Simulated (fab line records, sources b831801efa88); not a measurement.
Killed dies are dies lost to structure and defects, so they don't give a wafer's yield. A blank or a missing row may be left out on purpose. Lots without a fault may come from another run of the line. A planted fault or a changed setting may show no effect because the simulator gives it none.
A struck lot beside a sound one | flow sky130 | 14 steps out of a route of 708
Sound: wafers L862.3, L862.4, L862.6. Struck: wafers L869.1, L869.2, L869.6. The cause comes at the end.
At each step with rows: each side's tool, then ch and its chambers, then its first start. Under that, the readings that differ: sound wafers | struck wafers | difference of the means | sigmas: that difference in standard deviations of wafers without a fault.
alike: readings whose means differ by less than 2 such deviations, and words and numbers that are the same on both sides. not compared: withheld readings, readings that some wafer has no value for, bounds like >300 that may hide the same value, and numbers for which the record gives no deviation and whose values overlap.
The two part at a step that has a row with sigmas, a row that says differs or no value, or rows on one side only. Numbers that don't overlap but have no deviation are shown without sigmas and don't part them. A reading that every wafer of one side lacks parts them only if that side has two wafers or more.

first, 3 steps without rows for these wafers: SKY_FIELD_ISO_CLEAN_20 (cleans in dHF, time 20 s); SKY_FIELD_ISO_WET_ETCH_21 (etches SiO2 in dHF, target depth 20 nm, time 400 s); SKY_FIELD_ISO_OXIDATION_22 (stabilise 600 s, purge 300 s, target thk 10 nm).
SKY_FIELD_ISO_THK_MEAS_23:
  sound on film_metro-04, day 4 18:26; struck on film_metro-02, day 6 07:49
  alike: FIELD_ISO_OXIDATION_01_THK
then, 1 step without rows for these wafers: SKY_FIELD_ISO_CVD_24 (deposits SiO2, target thk 595 nm, time 99.2 s).
SKY_FIELD_ISO_THK_MEAS_25:
  sound on film_metro-03, day 4 18:34; struck on film_metro-04, day 6 07:56
  alike: FIELD_ISO_CVD_24_THK
then, 1 step without rows for these wafers: SKY_FIELD_ISO_ANNEAL_26 (time 1800 s).
SKY_FIELD_ISO_CMP_27: polishes, stops on Si3N4, t overpolish 16 s, target thk 457.8 nm.
  sound on cmp-02 ch 0,2,3, day 4 20:41; struck on cmp-01 ch 0,2,3, day 6 09:36
  reading                | sound             | struck            | difference | sigmas
  time_to_endpoint_s (s) | 115.7 113.2 113.4 | 118.4 124.5 122.5 | +7.7       | +3
  alike: head_pressure_psi, motor_current_A, overpolish_run_s
then, 4 steps without rows for these wafers: SKY_FIELD_ISO_WET_ETCH_28 (etches SiO2 in dHF, target depth 23.7 nm, time 47 s); SKY_FIELD_ISO_WET_ETCH_29 (etches Si3N4 in H3PO4, target depth 160 nm, time 1825 s); SKY_FIELD_ISO_WET_ETCH_30 (etches SiO2 in dHF, target depth 25 nm, time 50 s); SKY_NWELL_CLEAN_00 (cleans in SC1/SC2, time 150 s).
SKY_NWELL_OXIDATION_01: stabilise 600 s, purge 300 s, target thk 10 nm.
  sound on furnace-02 ch 0, day 4 21:29; struck on furnace-01, day 6 10:25
  no value came back on the struck wafers for ox_temp_c (C), ox_temp_c_max, zone_power_bottom_pct (%), zone_power_top_pct (%); on the sound wafers ox_temp_c (C) reads 899.7 900.2 900.0
then, 1 step without rows for these wafers: SKY_DNWELL_DEHYDRATE_00 (time 60 s).

WHERE THEY PART
First at SKY_FIELD_ISO_CMP_27; last, within this record, at SKY_NWELL_OXIDATION_01.

WHY: what the simulator had put in
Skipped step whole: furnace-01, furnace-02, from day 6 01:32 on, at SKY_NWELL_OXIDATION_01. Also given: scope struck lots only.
